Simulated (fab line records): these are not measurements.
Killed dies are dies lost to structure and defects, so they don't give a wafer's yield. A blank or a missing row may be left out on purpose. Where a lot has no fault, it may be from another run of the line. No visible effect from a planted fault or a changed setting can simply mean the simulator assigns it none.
Tool commonality check	flow gf180mcu	Lots sampled 12, wafers sampled 36

WHY THIS WAS OPENED
At GF_CONTACT_RS_MEAS_25 the reading CONTACT_W_RS is flagged on 2 of 12 lots. Wafers without a fault read 0.382 ohm/sq, standard deviation 0.0069.
Rule: flag the lot when none of its wafers has a number, or when each of its wafers that has one lies beyond 4 standard deviations from that mean. The other lots count as sound.

lot	measured	on	CONTACT_W_RS (ohm/sq), wafer by wafer	flag
L894	day 16 11:01	film metro-02	0.380 0.385 0.385	
L895	day 16 19:32	film metro-02	0.388 0.386 0.383	
L897	day 17 17:11	film metro-03	0.389 0.369 0.390	
L898	day 18 00:31	film metro-02	0.391 0.375 0.373	
L899	day 18 06:54	film metro-02	0.376 0.375 0.389	
L900	day 18 16:40	film metro-03	0.383 0.388 0.386	
L901	day 19 02:37	film metro-01	0.384 0.375 0.374	
L903	day 20 03:34	film metro-01	0.413 0.418 0.420	FLAGGED
L905	day 21 13:47	film metro-03	0.419 0.418 0.419	FLAGGED
L913	day 23 10:40	film metro-01	0.390 0.376 0.376	
L915	day 24 07:50	film metro-03	0.375 0.389 0.369	
L916	day 24 11:51	film metro-02	0.386 0.372 0.367	
On average the flagged lots' numbers are 0.418 ohm/sq, which is +0.036 ohm/sq against the usual, or +5 standard deviations.

LOT BY LOT: THE TOOL USED
Before the reading, the record contains 2 process steps out of a 602-step route. Each cell gives the tool, then ch followed by the chambers the sampled wafers passed through, then the start.
lot	flag	GF_CONTACT_ETCH_16	GF_CONTACT_CVD_24
L894		rie diel-03 ch 1,2, day 16 10:21	cvd w-02 ch 0,1, day 16 10:55
L895		rie diel-01 ch 0,1,3, day 16 18:52	cvd w-02 ch 0,1, day 16 19:26
L897		rie diel-01 ch 1,2,3, day 17 16:31	cvd w-01 ch 0,1, day 17 17:05
L898		rie diel-01 ch 0,1,3, day 17 23:50	cvd w-01 ch 0,1, day 18 00:25
L899		rie diel-03 ch 0,1,3, day 18 06:13	cvd w-01 ch 0,1, day 18 06:47
L900		rie diel-02 ch 1,2, day 18 16:00	cvd w-02 ch 0,1, day 18 16:34
L901		rie diel-02 ch 0,2, day 19 01:58	cvd w-01 ch 0,1, day 19 02:31
L903	FLAGGED	rie diel-01 ch 0,1,2, day 20 02:55	cvd w-02 ch 0,1, day 20 03:28
L905	FLAGGED	rie diel-02 ch 2,3, day 21 13:07	cvd w-02 ch 0,1, day 21 13:41
L913		rie diel-03 ch 1,2,3, day 23 10:01	cvd w-01 ch 0,1, day 23 10:34
L915		rie diel-01 ch 1,2,3, day 24 07:00	cvd w-01 ch 0,1, day 24 07:44
L916		rie diel-01 ch 2,3, day 24 11:09	cvd w-01 ch 0,1, day 24 11:43
These steps, and what they do:
- GF_CONTACT_ETCH_16: etches BARC in N2/H2.
- GF_CONTACT_CVD_24: deposits W, target thk 300 nm, time 90.339 s.
- GF_CONTACT_RS_MEAS_25: measures by four-point-probe.

FLAGGED AGAINST TOTAL, ONE TOOL AT A TIME (gauges that did the reading follow at the end)
step	tool	lots run	flagged	share of the flagged lots	sound lots run after its first flagged lot
GF_CONTACT_ETCH_16	rie diel-01	6	1	some	2 (L915,L916)
GF_CONTACT_ETCH_16	rie diel-02	3	1	some	0
GF_CONTACT_ETCH_16	rie diel-03	3	0	none	-
GF_CONTACT_CVD_24	cvd w-01	7	0	none	-
GF_CONTACT_CVD_24	cvd w-02	5	2	all	0
GF_CONTACT_RS_MEAS_25	film metro-01	3	1	some	1 (L913)
GF_CONTACT_RS_MEAS_25	film metro-02	5	0	none	-
GF_CONTACT_RS_MEAS_25	film metro-03	4	1	some	1 (L915)

THE TABLE: WHAT IT ALLOWS
Rows of the table that ran each flagged lot: 1, that is cvd w-02 at GF_CONTACT_CVD_24.
- cvd w-02 at GF_CONTACT_CVD_24: 2 of its 5 lots flagged. Its last sound lot is L900 (day 18 16:34), its first flagged lot L903 (day 20 03:28): a fault that began between those two fits. Its own readings (chamber pressure Torr) fall more than 4 standard deviations out on all wafers of the flagged lots.
Left over: one tool, cvd w-02 at GF_CONTACT_CVD_24.

WHAT HAD BEEN PUT IN BY THE SIMULATOR
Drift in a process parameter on cvd w-02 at GF_CONTACT_CVD_24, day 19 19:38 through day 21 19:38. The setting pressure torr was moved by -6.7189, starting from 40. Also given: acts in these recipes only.
Shown lots that were struck: L903, L905. The rule given above showed the same thing.
